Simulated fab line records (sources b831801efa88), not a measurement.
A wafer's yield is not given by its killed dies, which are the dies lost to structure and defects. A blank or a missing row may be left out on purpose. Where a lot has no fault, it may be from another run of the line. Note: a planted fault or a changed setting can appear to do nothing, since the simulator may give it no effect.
Commonality check across tools    flow sky130    Lots sampled 12, wafers sampled 36

## REASON IT WAS OPENED
SKY_NWELL_TW_MEAS_26, reading NWELL_2_TW: flagged on 2 of 12 lots. No-fault wafers: 499, standard deviation 3.7.
Rule: flag the lot when none of its wafers has a number, or when each of its wafers that has one lies beyond 4 standard deviations from that mean. As for the other lots, they are considered sound.

lot   measured      on             NWELL_2_TW, wafer by wafer  flag
L909  day 5 18:14   film_metro-03  505 505 501                 
L912  day 6 07:35   film_metro-03  504 505 505                 
L913  day 6 15:03   film_metro-03  503 502 504                 
L915  day 7 02:26   film_metro-01  500 496 495                 
L916  day 7 07:57   film_metro-02  500 500 502                 
L917  day 7 14:31   film_metro-02  499 498 502                 
L918  day 7 18:40   film_metro-02  499 498 499                 
L919  day 8 00:44   film_metro-01  497 495 497                 
L920  day 8 07:56   film_metro-01  495 494 496                 
L921  day 8 16:31   film_metro-03  503 505 501                 
L926  day 9 20:12   film_metro-01  878 875 880                 FLAGGED
L927  day 10 00:26  film_metro-01  879 882 875                 FLAGGED
Averaged over the flagged lots the numbers come to 878, +379 from the usual (+99 or more standard deviations).

## TOOL THAT RAN EACH LOT
Before the reading, the record contains 2 process steps out of a 708-step route. Every cell lists first the tool, next ch and the chambers used by the sampled wafers, and last the start.
lot   flag     SKY_NWELL_IMPLANT_24             SKY_NWELL_STRIP_25
L909           implanter-03 ch 0, day 5 17:59   plasma_asher-03 ch 0,1, day 5 18:07
L912           implanter-04 ch 0, day 6 07:20   plasma_asher-01 ch 0,1, day 6 07:29
L913           implanter-03 ch 0, day 6 14:49   plasma_asher-04 ch 0,1, day 6 14:56
L915           implanter-03 ch 0, day 7 02:11   plasma_asher-03 ch 0,1, day 7 02:20
L916           implanter-02 ch 0, day 7 07:43   plasma_asher-01 ch 0,1, day 7 07:50
L917           implanter-04 ch 0, day 7 14:16   plasma_asher-01 ch 0,1, day 7 14:25
L918           implanter-03 ch 0, day 7 18:25   plasma_asher-03 ch 0,1, day 7 18:34
L919           implanter-02 ch 0, day 8 00:29   plasma_asher-04 ch 1, day 8 00:38
L920           implanter-03 ch 0, day 8 07:41   plasma_asher-03 ch 0,1, day 8 07:50
L921           implanter-02 ch 0, day 8 16:16   plasma_asher-03 ch 0,1, day 8 16:25
L926  FLAGGED  implanter-03 ch 0, day 9 19:58   plasma_asher-04 ch 0,1, day 9 20:05
L927  FLAGGED  implanter-03 ch 0, day 10 00:11  plasma_asher-03 ch 0,1, day 10 00:20
What the steps here do:
- SKY_NWELL_IMPLANT_24
- SKY_NWELL_STRIP_25: strips in O2/N2.
- SKY_NWELL_TW_MEAS_26

## FLAGGED OVER TOTAL, TOOL BY TOOL (the gauges that took the reading come last)
step                  tool             lots run  flagged  share of the flagged lots  sound lots run after its first flagged lot
SKY_NWELL_IMPLANT_24  implanter-02     3         0        none                       -
SKY_NWELL_IMPLANT_24  implanter-03     7         2        all                        0
SKY_NWELL_IMPLANT_24  implanter-04     2         0        none                       -
SKY_NWELL_STRIP_25    plasma_asher-01  3         0        none                       -
SKY_NWELL_STRIP_25    plasma_asher-03  6         1        some                       0
SKY_NWELL_STRIP_25    plasma_asher-04  3         1        some                       0
SKY_NWELL_TW_MEAS_26  film_metro-01    5         2        all                        0
SKY_NWELL_TW_MEAS_26  film_metro-02    3         0        none                       -
SKY_NWELL_TW_MEAS_26  film_metro-03    4         0        none                       -

## WHAT THE TABLE ALLOWS
implanter-03 at SKY_NWELL_IMPLANT_24 and film_metro-01 at SKY_NWELL_TW_MEAS_26 are the 2 rows of the table that ran each flagged lot.
- implanter-03 at SKY_NWELL_IMPLANT_24 ran 7 lots, 2 of them flagged. Last sound lot L920 at day 8 07:41, first flagged lot L926 at day 9 19:58; a fault beginning in between fits. Its own readings (dose_ions_cm2, faraday_current_uA) fall more than 4 standard deviations out on all wafers of the flagged lots.
- film_metro-01 at SKY_NWELL_TW_MEAS_26 ran 5 lots, 2 of them flagged. Last sound lot L920 at day 8 07:56, first flagged lot L926 at day 9 20:12; a fault beginning in between fits.
Because each of these 2 tools fits a fault that began at some hour, counting lots does not separate them. More lots, or a look at what each step does to the wafer, might.

## WHAT THE SIMULATOR PUT IN
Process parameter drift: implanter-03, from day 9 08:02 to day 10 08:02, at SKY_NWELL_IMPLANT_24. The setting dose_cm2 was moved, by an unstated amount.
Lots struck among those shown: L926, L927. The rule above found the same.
